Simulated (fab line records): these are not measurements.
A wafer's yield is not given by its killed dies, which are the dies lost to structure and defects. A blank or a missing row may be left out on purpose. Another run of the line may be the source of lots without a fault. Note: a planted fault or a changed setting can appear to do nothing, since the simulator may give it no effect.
Comparing a struck lot with a sound one ; flow gf180mcu ; 14 out of 602 route steps
Sound: wafers L997.3, L997.4, L997.5. Wafers L985.2, L985.3, L985.5 were the ones struck. The cause comes at the end.
Per side, at each step with rows, come the tool, then ch with its chambers, and then its first start. Under that, the readings that differ: sound wafers ; struck wafers ; difference of the means ; sigmas: that difference in standard deviations of wafers without a fault.
alike: a reading whose means differ by less than 2 such deviations, as well as words and numbers matching on both sides. not compared: withheld readings; readings where some wafer has no value; bounds like >300 that might hide an equal value; numbers whose values overlap and for which the record gives no deviation.
The two part at a step that has a row with sigmas, a row that says differs or no value, or rows on one side only. Numbers that have no deviation but don't overlap get no sigmas and don't part them. A reading missing from all wafers of one side parts the sides only when that side holds two or more wafers.

first, 5 steps without rows for these wafers: GF_V5_COAT_09 (resist thk 1000 nm); GF_V5_SOFTBAKE_10 (time 60 s); GF_V5_EXPOSE_11 (exposes mask Via5, target cd 260 nm); GF_V5_PEB_12 (peb time 90 s); GF_V5_DEVELOP_13 (develop time 60 s).
GF_V5_CD_MEAS_14: target cd 260 nm.
  sound on cd sem-01 at day 32 17:35; struck on cd sem-02 at day 29 06:27
  alike: cd nm
GF_V5_OVL_MEAS_15:
  sound on overlay-01 at day 32 17:40; struck on overlay-01 at day 29 06:34
  alike: V5_OVL
GF_V5_ETCH_16: etches BARC in N2/H2.
  sound on rie diel-04 ch 0,1, day 32 17:41; struck on rie diel-04 ch 0,1, day 29 06:35
  alike: drypump motor current A, oes product au, throttle valve pct
GF_V5_ETCH_17: etches SiO2 in C4F8/O2/Ar, stops on TiN, target depth 855 nm.
  sound: rie diel-04 ch 0,1; struck: rie diel-04 ch 0,1
  alike: oes product au
GF_V5_STRIP_18: strips in O2/N2.
  sound on plasma asher-02 ch 0,1, day 32 17:53; struck on plasma asher-02 ch 0,1, day 29 06:44
  alike: drypump motor current A, heater power w, oes product au
  not compared: rf hours counter h
then, 2 steps without rows for these wafers: GF_V5_STRIP_19 (strips in post etch residue remover, time 1200 s); GF_V5_CLEAN_20 (cleans in DIW).
GF_V5_SPUTTER_21: material Ti, target thk 15 nm, time 80.02 s.
  sound on pvd sputter-03 at day 32 18:23; struck on pvd sputter-03 at day 29 07:16
  no value came back on the struck wafers for cathode dc power W (W), chamber pressure pa (Pa), throttle valve pct (%); on the sound wafers cathode dc power W (W) reads 2500.0 2499.4 2500.7
GF_V5_SPUTTER_22: material TiN, target thk 10 nm, time 40 s.
  sound on pvd sputter-03 at day 32 18:26; struck on pvd sputter-03 at day 29 07:20
  alike: cathode dc power W, chamber pressure pa, throttle valve pct

WHERE THEY PART
GF_V5_SPUTTER_21 only, going by this record. Later steps at which nothing parts them and some readings are alike: GF_V5_SPUTTER_22.

WHY: the cause the simulator had injected
Beginning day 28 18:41, the whole step at GF_V5_SPUTTER_21 was skipped on pvd sputter-03. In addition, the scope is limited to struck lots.
